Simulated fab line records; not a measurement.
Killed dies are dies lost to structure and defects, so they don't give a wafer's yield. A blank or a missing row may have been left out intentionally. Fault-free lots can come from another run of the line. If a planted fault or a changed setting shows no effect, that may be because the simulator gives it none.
Chamber matching ; flow gf180mcu ; GF_M4_STRIP_18 on wet bench-01: 3 sister chambers
The step strips in post etch residue remover, time 1200 s. 3 wafers are shown with their chamber, then 4 later ones without.

WAFERS PAIRED WITH THEIR CHAMBERS
wafer;chamber;bath heat duty pct (%)
L317.6;1;14.3
L324.5;0;15.5
L326.5;3;13.5

WAFERS WITH NO CHAMBER GIVEN
wafer;bath heat duty pct (%)
L326.6;12.7
L327.1;12.2
L327.2;12.8
L327.5;12.8

THE CHAMBER EACH PASSED THROUGH
wafer;from the rows above;in truth
L326.6;can't be placed: 3 or 1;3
L327.1;can't be placed: 3 or 1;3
L327.2;can't be placed: 3 or 1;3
L327.5;can't be placed: 3 or 1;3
0 of 4 placed correctly. Unplaceable from these rows: 4, with the true chamber sitting among the candidates in 4. Wrongly placed: 0.
How it was worked out, from the rows above alone: a wafer's distance from a chamber is the root of the sum, over the readings, of the square of ((its reading less the chamber's mean) divided by the reading's scatter). The wafer belongs to the nearest chamber; if the next one is less than 2 further off, it can't be placed. Each chamber's mean is taken over the wafers shown for it. The scatter: with one shown wafer a chamber, the root of the mean of the squares of how far each hidden wafer lies from its nearest shown one.
